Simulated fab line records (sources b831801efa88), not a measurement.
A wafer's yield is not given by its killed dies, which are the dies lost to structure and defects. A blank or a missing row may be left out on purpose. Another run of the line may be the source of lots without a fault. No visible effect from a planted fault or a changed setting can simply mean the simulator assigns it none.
Which tool was responsible? | flow sky130 | 13 lots with 39 wafers sampled at 2 steps, on a route of 708 steps

WHAT THE GAUGES SHOWED, per wafer
SKY_CONTACT_CD_MEAS_14: target cd 170 nm. Usual: 169.8 nm for cdNm, sd 1.8.
lot  | measured     | on       | cdNm (nm)         | flag
L192 | day 32 13:49 | cdSem-02 | 168.3 168.0 168.3 | 
L193 | day 33 03:08 | cdSem-02 | 169.3 170.3 170.8 | 
L194 | day 33 09:01 | cdSem-01 | 171.8 171.7 169.9 | 
L198 | day 34 09:18 | cdSem-02 | 169.7 168.2 167.7 | 
L199 | day 34 21:52 | cdSem-02 | 168.6 168.7 169.5 | 
L200 | day 35 08:46 | cdSem-02 | 168.8 169.4 169.6 | 
L202 | day 35 19:31 | cdSem-01 | 173.7 174.9 173.0 | 
L203 | day 36 01:59 | cdSem-01 | 171.2 172.5 170.9 | 
L204 | day 36 11:51 | cdSem-02 | 170.3 170.9 169.9 | 
L205 | day 36 21:18 | cdSem-01 | 167.1 167.1 167.6 | 
L209 | day 37 20:14 | cdSem-02 | 170.1 171.1 170.9 | 
L212 | day 38 22:49 | cdSem-01 | 168.2 168.9 168.5 | 
L213 | day 39 11:04 | cdSem-02 | 169.9 170.2 170.0 | 

EACH LOT AND THE TOOL THAT RAN IT (in order: tool; ch and the chambers of the sampled wafers; start)
lot  | SKY_LOCAL_INTERCONNECT_ETCH_13
L192 | rieMetal-01 ch 0,1, day 31 09:43
L193 | rieMetal-03 ch 0,1, day 32 00:58
L194 | rieMetal-01 ch 0,1, day 32 04:58
L198 | rieMetal-03 ch 0,1, day 33 04:50
L199 | rieMetal-04 ch 1, day 33 17:46
L200 | rieMetal-03 ch 1, day 34 04:00
L202 | rieMetal-01 ch 0,1, day 34 15:28
L203 | rieMetal-03 ch 0,1, day 34 22:13
L204 | rieMetal-04 ch 0,1, day 35 07:44
L205 | rieMetal-03 ch 0,1, day 35 17:32
L209 | rieMetal-01 ch 0,1, day 36 16:49
L212 | rieMetal-03 ch 0,1, day 37 20:34
L213 | rieMetal-01 ch 0,1, day 38 08:55
- SKY_LOCAL_INTERCONNECT_ETCH_13: etches BARC in N2/H2, stops on SiO2, time 45.9 s, target depth 60 nm.

WHAT THE TOOLS THEMSELVES READ (means of the sampled wafers that have a number; where no wafer has one, the mark that the record gives instead)
SKY_LOCAL_INTERCONNECT_ETCH_13. Usual: biasW 100.0 W, standard deviation 0.32; drypumpMotorCurrentA 5.72 A, standard deviation 0.23; h2FlowSccm 200.0 sccm, standard deviation 0.58; oesProductAu 0.854 a.u., standard deviation 0.0047; throttleValvePct 13.224 %, standard deviation 0.0093.
lot  | tool        | biasW (W) | drypumpMotorCurrentA (A) | h2FlowSccm (sccm) | oesProductAu (a.u.) | throttleValvePct (%) | flag
L192 | rieMetal-01 | 100.0     | 5.71                     | 200.0             | 0.854               | 13.231               | 
L193 | rieMetal-03 | 99.9      | 5.86                     | 200.6             | 0.854               | 13.226               | 
L194 | rieMetal-01 | 100.0     | 5.71                     | 200.5             | 0.852               | 13.213               | 
L198 | rieMetal-03 | 99.9      | 5.85                     | 199.7             | 0.855               | 13.226               | 
L199 | rieMetal-04 | 99.6      | 5.97                     | 200.3             | 0.856               | 13.219               | 
L200 | rieMetal-03 | 99.9      | 5.67                     | 200.3             | 0.854               | 13.232               | 
L202 | rieMetal-01 | 99.7      | 5.56                     | 199.9             | 0.854               | 13.222               | 
L203 | rieMetal-03 | 99.9      | 5.84                     | 199.2             | 0.848               | 13.217               | 
L204 | rieMetal-04 | 100.1     | 5.58                     | 200.8             | 0.854               | 13.223               | 
L205 | rieMetal-03 | 99.9      | 5.84                     | 200.3             | 0.851               | 13.231               | 
L209 | rieMetal-01 | 100.2     | 5.71                     | 199.7             | 0.854               | 13.233               | 
L212 | rieMetal-03 | 100.2     | 5.87                     | 200.1             | 0.857               | 13.216               | 
L213 | rieMetal-01 | 100.1     | 5.56                     | 200.2             | 0.857               | 13.225               | 

THE ANSWER, worked out from the rows above alone
Rule: take the mean of a lot's wafers that have a number; if it is more than 3 standard deviations from the usual mean, the lot is off. A lot without any number at a reading at which 4 lots or more have one is off too. The other lots that the step has rows for count as sound. First the gauges in route order, then the tools' own readings, where a lot's mean is used as printed above. At the first step where some lot is off, the reading lying furthest off is the one used; lots without a number count as furthest.
No lot is off at any reading shown: from this, nothing can be told.

WHAT HAD BEEN PUT IN BY THE SIMULATOR
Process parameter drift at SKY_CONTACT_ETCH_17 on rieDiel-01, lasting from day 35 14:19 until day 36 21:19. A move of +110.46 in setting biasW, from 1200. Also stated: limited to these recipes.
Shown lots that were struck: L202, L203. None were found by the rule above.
